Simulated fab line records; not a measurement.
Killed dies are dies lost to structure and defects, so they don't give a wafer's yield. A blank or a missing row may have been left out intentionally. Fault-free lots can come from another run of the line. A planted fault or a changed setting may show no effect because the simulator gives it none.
Split-lot trial    flow sfq line    23 wafers read across 5 lots, on a route 325 steps long

== THE SPLIT ITSELF ==
At SFQ_TRILAYER_L0_CAP_PECVD_011 (deposits SiO2 from SiH4/N2O, time 13.333 s, target thk 60 nm), the setting time s was moved away from the recipe's 13.333 s on 10 of the 23 wafers read, by -10.0% to +8.4%. All remaining wafers had this setting at the recipe value.

== FROM THE SPLIT ON TO THE READING: in between, the file shows 1 step ==
- SFQ_TRILAYER_L0_VIA_BARC_OPEN_VIA_ETCH_021: etches BARC in O2, target depth 125 nm, time 41.7 s (also split here: time s)

== THE READING ==
oes product au, in a.u., at SFQ_TRILAYER_L0_VIA_ETCH_VIA_ETCH_016 (etches SiO2 in CHF3, stops on MoNx KI, target depth 80 nm). Fault-free wafers of this fab line usually give 0.847 a.u., standard deviation 0.0088 a.u.

wafer   tool, chamber at the split  time s as run, s  against the recipe  oes product au, a.u.  against lot-mates on the recipe
L074.1  pecvd-01, 0                 13.333            recipe              0.842                 -
L074.2  pecvd-01, 1                 14.45             +8.4%               0.885                 +0.036
L074.3  pecvd-01, 2                 14.45             +8.4%               0.884                 +0.035
L074.4  pecvd-01, 0                 13.333            recipe              0.857                 -
L074.5  pecvd-01, 2                 14.45             +8.4%               0.883                 +0.034
L077.1  pecvd-02, 0                 12.4              -7.0%               0.811                 -0.029
L077.3  pecvd-02, 1                 13.333            recipe              0.837                 -
L077.4  pecvd-02, 2                 13.333            recipe              0.844                 -
L077.5  pecvd-02, 1                 12.4              -7.0%               0.824                 -0.017
L077.6  pecvd-02, 0                 12.4              -7.0%               0.811                 -0.029
L078.1  pecvd-01, 2                 13.333            recipe              0.850                 -
L078.2  pecvd-01, 0                 14.35             +7.6%               0.877                 +0.030
L078.3  pecvd-01, 1                 14.35             +7.6%               0.881                 +0.034
L078.5  pecvd-01, 2                 13.333            recipe              0.847                 -
L078.6  pecvd-01, 1                 13.333            recipe              0.845                 -
L080.2  pecvd-02, 1                 13.333            recipe              0.852                 -
L080.5  pecvd-02, 1                 13.333            recipe              0.859                 -
L080.6  pecvd-02, 0                 13.333            recipe              0.854                 -
L083.1  pecvd-02, 0                 13.333            recipe              0.851                 -
L083.2  pecvd-02, 2                 13.333            recipe              0.849                 -
L083.3  pecvd-02, 1                 12                -10.0%              0.811                 -0.040
L083.5  pecvd-02, 1                 12                -10.0%              0.820                 -0.031
L083.6  pecvd-02, 0                 13.333            recipe              0.854                 -

FIT RESULTS
A straight line over all 23 wafers: oes product au changes by +0.00403 a.u. for each +1% of time s; r = +0.96; the points scatter about the line by 0.0062 a.u.
The same after taking each lot's own level away (the mean of its wafers on the recipe; 23 wafers): +0.00385 a.u. for each +1%; r = +0.98; scatter 0.0043 a.u.
On that fit, the largest move of time s shifts the reading by 0.039 a.u.
The lots' own levels span 0.8405 to 0.8550 a.u., that is 1.6 times the standard deviation above.
The two slopes agree, so the slope changes little with the lot-to-lot level.
Check: -0.0369 a.u. against its lot-mates is what the line predicts for one of the wafers moved furthest among these (-10.0%) when that wafer is left out of the fit. Against them it came out at -0.0403 a.u.

== THE OTHER SPLITS THESE WAFERS WENT THROUGH ==
These wafers also went through other splits before the reading. Each is held against what the fit with the lots' levels taken away leaves over:
other split on the same wafers                     wafers away from the commonest value  r with oes product au (lot level and that fit taken away)
SFQ_TRILAYER_INCOMING_OXIDATION_002 temp c         15                                    +0.03
SFQ_TRILAYER_L0_LITHO_COAT_005 resist thk nm       5                                     +0.16
SFQ_TRILAYER_L0_VIA_BARC_OPEN_VIA_ETCH_021 time s  5                                     +0.13

== THE WHOLE CHAIN: every reading that the file lists as answering this split, in the file's order ==
step                                   what it does                                                  reading                                                                                    change (the file's fit)                    r (the file's)
SFQ_TRILAYER_L0_CAP_PECVD_011          deposits SiO2 from SiH4/N2O, time 13.333 s, target thk 60 nm  SiO2_of_TRILAYER_L0_CAP_PECVD_011.thk nm (the simulator's own value, which no gauge read)  +0.518 nm for each +1% of the setting      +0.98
SFQ_TRILAYER_L0_VIA_ETCH_VIA_ETCH_016  etches SiO2 in CHF3, stops on MoNx KI, target depth 80 nm     oes product au                                                                             +0.00381 a.u. for each +1% of the setting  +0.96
SFQ_TRILAYER_L0_VIA_ETCH_VIA_ETCH_016  etches SiO2 in CHF3, stops on MoNx KI, target depth 80 nm     etch.depth nm (the simulator's own value, which no gauge read)                             +0.506 nm for each +1% of the setting      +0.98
SFQ_TRILAYER_L0_VIA_ETCH_VIA_ETCH_016  etches SiO2 in CHF3, stops on MoNx KI, target depth 80 nm     L0V.feature depth nm (the simulator's own value, which no gauge read)                      +0.517 nm for each +1% of the setting      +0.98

== FILE'S OWN FIT ==
oes product au changes by +0.00381 a.u. for each +1% of time s, r = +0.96.
